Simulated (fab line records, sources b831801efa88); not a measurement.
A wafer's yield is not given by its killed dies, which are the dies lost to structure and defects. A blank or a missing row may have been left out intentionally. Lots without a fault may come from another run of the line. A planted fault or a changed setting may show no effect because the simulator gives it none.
What tool caused it?	flow sky130	14 lots, 42 wafers sampled, at 5 steps of a route of 708

== WHAT THE GAUGES SHOWED, per wafer ==
SKY_LDD_LDN_TW_MEAS_13. Usual: LDD_LDN_TW 1470, standard deviation 9.2.
lot	measured	on	LDD_LDN_TW	flag
L994	day 22 11:10	film-metro-01	1471 1466 1469	
L995	day 23 03:52	film-metro-02	1473 1474 1475	
L996	day 23 17:19	film-metro-03	1465 1467 1471	
L997	day 23 21:09	film-metro-01	1464 1455 1461	
L998	day 24 07:12	film-metro-02	1470 1480 1476	
L100	day 25 11:23	film-metro-02	1480 1490 1478	
L101	day 25 16:07	film-metro-03	1458 1467 1460	
L102	day 25 18:46	film-metro-02	1488 1488 1494	
L103	day 26 20:07	film-metro-02	1478 1485 1481	
L105	day 27 03:55	film-metro-03	1475 1470 1469	
L107	day 27 14:14	film-metro-03	1476 1474 1466	
L109	day 28 04:23	film-metro-02	1485 1479 1487	
L116	day 30 09:40	film-metro-02	1358 1360 1361	OFF
L117	day 30 18:40	film-metro-02	1354 1352 1358	OFF

SKY_SD_N_RS_MEAS_16: measures by four-point-probe. Usual: SD_N_RS 68.55 ohm/sq, standard deviation 0.1.
lot	measured	on	SD_N_RS (ohm/sq)	flag
L994	day 27 05:01	film-metro-04	68.54 68.59 68.73	
L995	day 27 22:28	film-metro-03	68.71 68.51 68.74	
L996	day 28 12:01	film-metro-01	68.66 68.53 68.30	
L997	day 28 14:25	film-metro-03	68.64 68.58 68.61	
L998	day 28 23:53	film-metro-04	68.40 68.54 68.54	
L100	day 30 05:42	film-metro-01	68.32 68.44 68.52	
L101	day 30 07:13	film-metro-01	68.41 68.53 68.41	
L102	day 30 11:07	film-metro-03	68.41 68.60 68.38	
L103	day 31 12:01	film-metro-04	68.59 68.59 68.57	
L105	day 31 20:25	film-metro-01	68.64 68.55 68.66	
L107	day 32 05:08	film-metro-01	68.58 68.48 68.68	
L109	day 32 19:34	film-metro-03	68.52 68.53 68.60	

== WHICH TOOL RAN EACH LOT (tool, then ch and the chambers of the sampled wafers, then the start) ==
lot	SKY_VT_ADJUST_LVTN_STRIP_20	SKY_LDD_LDN_IMPLANT_10	SKY_RES_XHIGH_STRIP_08
L994	plasma-asher-02 ch 0,1, day 7 10:16	implanter-01 ch 0, day 22 10:46	plasma-asher-02 ch 0,1, day 26 01:35
L995	plasma-asher-01 ch 0,1, day 7 18:10	implanter-03 ch 0, day 23 03:28	plasma-asher-03 ch 0, day 26 18:40
L996	plasma-asher-01 ch 0,1, day 8 01:37	implanter-01 ch 0, day 23 16:55	plasma-asher-04 ch 0,1, day 27 08:16
L997	plasma-asher-02 ch 0,1, day 8 10:25	implanter-01 ch 0, day 23 20:47	plasma-asher-04 ch 0,1, day 27 10:24
L998	plasma-asher-04 ch 0,1, day 8 17:32	implanter-01 ch 0, day 24 06:50	plasma-asher-04 ch 0,1, day 27 19:58
L100	plasma-asher-04 ch 0,1, day 9 13:13	implanter-03 ch 0, day 25 11:01	plasma-asher-04 ch 0,1, day 29 01:12
L101	plasma-asher-02 ch 0,1, day 9 18:07	implanter-03 ch 0, day 25 15:43	plasma-asher-03 ch 0,1, day 29 03:46
L102	plasma-asher-01 ch 0,1, day 9 21:46	implanter-03 ch 0, day 25 18:22	plasma-asher-04 ch 0, day 29 07:04
L103	plasma-asher-02 ch 0,1, day 10 19:31	implanter-03 ch 0, day 26 19:43	plasma-asher-03 ch 0,1, day 30 08:05
L105	plasma-asher-04 ch 0,1, day 11 01:10	implanter-01 ch 0, day 27 03:31	plasma-asher-04 ch 0,1, day 30 16:10
L107	plasma-asher-04 ch 0,1, day 11 14:08	implanter-04 ch 0, day 27 13:53	plasma-asher-03 ch 0,1, day 31 01:13
L109	plasma-asher-04 ch 0,1, day 11 22:22	implanter-01 ch 0, day 28 03:58	plasma-asher-02 ch 0,1, day 31 16:19
L116	plasma-asher-04 ch 0,1, day 14 02:58	implanter-03, day 30 09:16	-
L117	plasma-asher-01 ch 0,1, day 14 12:22	implanter-01, day 30 18:16	-
- SKY_VT_ADJUST_LVTN_STRIP_20: strips in O2/N2.
- SKY_LDD_LDN_IMPLANT_10
- SKY_RES_XHIGH_STRIP_08: strips in O2/N2.

== AS READ BY THE TOOLS THEMSELVES (means over the sampled wafers that have a number; for cases with no such wafer, the mark the record gives instead) ==
SKY_VT_ADJUST_LVTN_STRIP_20. Usual: drypump-motor-current-A 5.9 A, standard deviation 0.6; oes-product-au 0.716 a.u., standard deviation 0.0048; strip-time-to-endpoint-s 14.17 s, standard deviation 0.039.
lot	tool	drypump-motor-current-A (A)	oes-product-au (a.u.)	strip-time-to-endpoint-s (s)	flag
L994	plasma-asher-02	6.0	0.719	14.13	
L995	plasma-asher-01	5.4	0.715	14.19	
L996	plasma-asher-01	5.3	0.716	14.17	
L997	plasma-asher-02	6.0	0.711	14.16	
L998	plasma-asher-04	6.3	0.714	14.08	
L100	plasma-asher-04	6.3	0.717	14.13	
L101	plasma-asher-02	6.1	0.714	14.21	
L102	plasma-asher-01	5.3	0.717	14.16	
L103	plasma-asher-02	6.2	0.715	14.19	
L105	plasma-asher-04	6.3	0.717	14.23	
L107	plasma-asher-04	6.3	0.715	14.19	
L109	plasma-asher-04	5.8	0.712	14.18	
L116	plasma-asher-04	6.3	0.715	14.18	
L117	plasma-asher-01	5.4	0.717	14.23	

SKY_LDD_LDN_IMPLANT_10. Usual: beam-energy-keV 15.000, standard deviation 0.0046; beam-on-s 10.01 s, standard deviation 0.22.
lot	tool	beam-energy-keV	beam-on-s (s)	flag
L994	implanter-01	14.995	10.05	
L995	implanter-03	14.999	9.93	
L996	implanter-01	15.008	10.06	
L997	implanter-01	14.999	10.04	
L998	implanter-01	15.001	10.01	
L100	implanter-03	14.999	10.09	
L101	implanter-03	14.998	9.88	
L102	implanter-03	14.996	9.76	
L103	implanter-03	15.000	9.92	
L105	implanter-01	15.002	9.88	
L107	implanter-04	15.004	10.03	
L109	implanter-01	14.997	10.05	
L116	implanter-03	-	-	OFF
L117	implanter-01	-	-	OFF

SKY_RES_XHIGH_STRIP_08. Usual: drypump-motor-current-A 5.9 A, standard deviation 0.59; oes-product-au 0.711 a.u., standard deviation 0.0048; strip-time-to-endpoint-s 14.27 s, standard deviation 0.035.
lot	tool	drypump-motor-current-A (A)	oes-product-au (a.u.)	strip-time-to-endpoint-s (s)	flag
L994	plasma-asher-02	6.0	0.710	14.29	
L995	plasma-asher-03	5.8	0.712	14.31	
L996	plasma-asher-04	6.3	0.705	14.29	
L997	plasma-asher-04	6.3	0.713	14.30	
L998	plasma-asher-04	6.3	0.715	14.26	
L100	plasma-asher-04	6.3	0.707	14.32	
L101	plasma-asher-03	5.5	0.708	14.28	
L102	plasma-asher-04	6.8	0.712	14.27	
L103	plasma-asher-03	5.7	0.709	14.23	
L105	plasma-asher-04	5.8	0.711	14.28	
L107	plasma-asher-03	5.5	0.708	14.26	
L109	plasma-asher-02	6.1	0.707	14.27	

== THE ANSWER, worked out from the rows above alone ==
Rule: take the mean of a lot's wafers that have a number; if it is more than 3 standard deviations from the usual mean, the lot is off. Also off: a lot with no number at a reading for which 4 or more lots have one. The other lots that the step has rows for count as sound. First the gauges in route order, then the tools' own readings, where a lot's mean is used as printed above. At the first step where some lot is off, the reading lying furthest off is the one used; lots without a number count as furthest.
Off: at SKY_LDD_LDN_TW_MEAS_13 (LDD_LDN_TW), L116, L117.
A tool fits if, at a process step before that reading, it ran every lot that is off, and no sound lot after the first of them. The gauges at SKY_LDD_LDN_TW_MEAS_13 aren't tried: what is off there is off at SKY_LDD_LDN_IMPLANT_10 too, on other tools, and a gauge's error can't cause that. Not one of the candidates tried fits.

== WHAT THE SIMULATOR PUT IN ==
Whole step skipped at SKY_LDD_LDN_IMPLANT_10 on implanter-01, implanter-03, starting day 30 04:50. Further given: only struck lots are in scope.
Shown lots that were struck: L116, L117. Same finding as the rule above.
